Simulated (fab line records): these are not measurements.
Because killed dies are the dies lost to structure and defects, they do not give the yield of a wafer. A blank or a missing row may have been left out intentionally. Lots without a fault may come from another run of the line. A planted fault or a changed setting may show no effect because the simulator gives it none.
2 desks looking at one fault | flow gf180mcu | only its own numbers are on each desk; what lay behind them is given at the end

FROM THE METROLOGY DESK
Means of the sampled wafers that have a number, per lot and without regard to the tool the lot ran on: this is what the gauges read. The brackets show how far a lot's mean lies from the usual mean; more than 4 standard deviations puts the lot out of limits, marked OUT.
Columns: A = V2_OVL at GF_V2_OVL_MEAS_15, usual 0 nm; B = V2_W_RS at GF_V2_RS_MEAS_24, usual 0.328 ohm/sq; C = V2_W_THK at GF_V2_THK_MEAS_25, usual 360 nm
lot  | first seen here | A   | B     | C
L998 | day 20 23:03    | -6  | 0.326 | 362
L100 | day 21 10:16    | 1   | 0.324 | 366
L102 | day 22 08:35    | 4   | 0.316 | 375
L104 | day 23 02:28    | 4   | 0.318 | 371
L111 | day 25 13:04    | 2   | 0.330 | 351
L113 | day 26 01:30    | 2   | 0.331 | 357
L114 | day 26 06:17    | 9   | 0.330 | 357
L115 | day 26 16:44    | -14 | 0.328 | 359
L116 | day 26 22:00    | -11 | 0.326 | 362
L118 | day 27 10:36    | 4   | 0.328 | 358
L119 | day 27 17:10    | 4   | 0.325 | 362
This desk found nothing out of limits on any of the 11 lots.

DESK OF THE TOOL OWNER: cvd w-01
The tool's own readings at GF_V2_CVD_23 (deposits W, target thk 350 nm, time 104.94 s): means of the sampled wafers that have a number, for each lot that ran on this tool. The brackets show how far a lot's mean lies from the usual mean; more than 4 standard deviations puts the lot out of limits, marked OUT.
Columns: A = heater power w at GF_V2_CVD_23, usual 863 W
lot  | first seen here | A
L998 | day 20 23:53    | 868
L102 | day 22 09:44    | 854
L104 | day 23 03:16    | 857
L114 | day 26 07:26    | 866
L116 | day 26 22:49    | 868
L119 | day 27 17:58    | 871
This desk found nothing out of limits on any of the 6 lots.

PUT TOGETHER
The metrology desk saw nothing out of limits.
The desk of the tool owner found nothing out of limits.

WHAT THE SIMULATOR HAD INSERTED
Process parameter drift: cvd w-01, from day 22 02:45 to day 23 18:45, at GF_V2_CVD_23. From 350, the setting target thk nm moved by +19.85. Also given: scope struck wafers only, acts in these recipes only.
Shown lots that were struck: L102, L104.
